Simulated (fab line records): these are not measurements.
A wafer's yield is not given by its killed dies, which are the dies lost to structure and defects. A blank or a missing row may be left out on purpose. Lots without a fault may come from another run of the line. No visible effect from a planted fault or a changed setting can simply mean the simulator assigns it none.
Comparing a struck lot with a sound one + flow sky130 + 19 out of 708 route steps
Sound: the wafers L106.1, L106.2, L106.6. The struck wafers were L120.1, L120.2, L120.3. At the end, the cause is stated.
For every step that has rows: the tool of each side, followed by ch and its chambers, followed by its first start. Under that, the readings that differ: sound wafers + struck wafers + difference of the means + sigmas: that difference in standard deviations of wafers without a fault.
alike: words and numbers the same on both sides, and readings whose means are apart by under 2 such deviations; not compared: readings that were withheld, readings missing a value for some wafer, numbers with overlapping values and no deviation given by the record, and bounds like >300 which may hide the same value.
The two part at a step that has a row with sigmas, a row that says differs or no value, or rows on one side only. When numbers do not overlap yet have no deviation, they are printed without sigmas and do not part them. A reading that every wafer of one side lacks parts them only if that side has two wafers or more.

SKY_VIA4_THK_MEAS_20: measures by xrf.
  sound: film_metro-04 at day 44 11:59; struck: film_metro-01 at day 47 21:25
  alike: VIA4_W_THK
SKY_VIA4_CMP_21: polishes, stops on SiO2, t overpolish 25 s, target thk 0 nm.
  sound on cmp-01 ch 0,1,2, day 44 12:16; struck on cmp-02 ch 0,2,3, day 47 21:31
  alike: head_pressure_psi, motor_current_A, overpolish_run_s, slurry_flow_ml_min, time_to_endpoint_s
then, 1 step without rows for these wafers: SKY_METAL5_SPUTTER_00 (material Ti, target thk 15 nm, time 10 s).
SKY_METAL5_SPUTTER_01: material TiN, target thk 20 nm, time 16.7 s.
  sound: pvd_sputter-02 at day 44 12:29; struck: pvd_sputter-03 at day 47 21:47
| reading                | sound          | struck         | difference | sigmas |
|------------------------|----------------|----------------|------------|--------|
| throttle_valve_pct (%) | 30.6 28.6 28.2 | 31.3 31.1 31.0 | +2.0       | +2     |
SKY_METAL5_SPUTTER_02: material AlCu, target thk 1150 nm, time 61.2 s.
  sound: pvd_sputter-02 at day 44 12:31; struck: pvd_sputter-03 at day 47 21:49
| reading                | sound          | struck         | difference | sigmas |
|------------------------|----------------|----------------|------------|--------|
| throttle_valve_pct (%) | 31.0 28.2 28.3 | 31.7 31.2 30.9 | +2.1       | +2     |
then, 1 step without rows for these wafers: SKY_METAL5_SPUTTER_03 (material Ti, target thk 5 nm, time 3.3 s).
SKY_METAL5_SPUTTER_04: material TiN, target thk 70 nm, time 58.3 s.
  sound: pvd_sputter-02 at day 44 12:35; struck: pvd_sputter-03 at day 47 21:53
| reading                | sound          | struck         | difference | sigmas |
|------------------------|----------------|----------------|------------|--------|
| throttle_valve_pct (%) | 31.0 28.4 28.3 | 31.5 31.2 31.0 | +2.0       | +2     |
SKY_METAL5_RS_MEAS_05: uses a four-point probe to measure.
  sound: film_metro-04 at day 44 12:38; struck: film_metro-04 at day 47 21:56
  alike: METAL5_ALCU_RS
SKY_METAL5_THK_MEAS_06: measures by xrf.
  sound: film_metro-04 at day 44 12:45; struck: film_metro-04 at day 47 22:03
  alike: METAL5_ALCU_THK
then, 3 steps without rows for these wafers: SKY_METAL5_DEHYDRATE_07 (time 60 s); SKY_METAL5_HMDS_08 (prime time 60 s); SKY_METAL5_COAT_09 (resist thk 1800 nm).
SKY_METAL5_SOFTBAKE_10: time 60 s.
  sound on litho_track-04 ch 0, day 44 23:54; struck on litho_track-02 ch 0, day 48 07:12
| reading                  | sound             | struck            | difference | sigmas      |
|--------------------------|-------------------|-------------------|------------|-------------|
| heater_power_total_W (W) | 56.62 56.56 56.71 | 61.65 61.65 61.51 | +4.97      | +99 or more |
| run_length_s (s)         | 88.93 89.02 89.01 | 75.16 75.26 75.42 | -13.71     | -81         |
then, 2 steps without rows for these wafers: SKY_METAL5_EXPOSE_11 (exposes mask MM5, target cd 1600 nm); SKY_METAL5_PEB_12.
SKY_METAL5_DEVELOP_13: develop time 60 s.
  sound on litho_track-03 ch 0, day 45 10:40; struck on litho_track-04 ch 0, day 48 16:03
| reading                                     | sound          | struck         | difference | sigmas |
|---------------------------------------------|----------------|----------------|------------|--------|
| model.NOVOLAK_of_METAL5_COAT_09.thk_nm (nm) | 1802 1801 1795 | 1805 1810 1813 | +10        |        |
SKY_METAL5_DESCUM_14: chemistry O2, time 11 s.
  sound on rie_metal-01 ch 0, day 45 10:49; struck on rie_metal-03 ch 0,1, day 48 16:12
| reading                                     | sound          | struck         | difference | sigmas |
|---------------------------------------------|----------------|----------------|------------|--------|
| model.NOVOLAK_of_METAL5_COAT_09.thk_nm (nm) | 1792 1791 1784 | 1794 1800 1803 | +10        |        |
  alike: drypump_motor_current_A, oes_product_au
  not compared: rf_hours_counter_h
SKY_METAL5_METAL_ETCH_15: etches the open film in Cl2/BCl3, stops on SiO2, target depth 1260 nm, time 252 s.
  sound on rie_metal-01 ch 0, day 45 10:53; struck on rie_metal-03 ch 0,1, day 48 16:14
| reading               | sound             | struck            | difference | sigmas |
|-----------------------|-------------------|-------------------|------------|--------|
| oes_product_au (a.u.) | 0.884 0.890 0.892 | 0.894 0.902 0.905 | +0.012     | +2     |
  alike: drypump_motor_current_A, throttle_valve_pct
  not compared: rf_hours_counter_h
SKY_PAD_OPEN_PROBE_99:
  record: rows for the struck wafers here (prober-02, day 50 04:44), none for the sound ones

## WHERE THEY PART
Earliest at SKY_METAL5_SPUTTER_01; latest, in this record, at SKY_PAD_OPEN_PROBE_99.

WHY: the cause the simulator had injected
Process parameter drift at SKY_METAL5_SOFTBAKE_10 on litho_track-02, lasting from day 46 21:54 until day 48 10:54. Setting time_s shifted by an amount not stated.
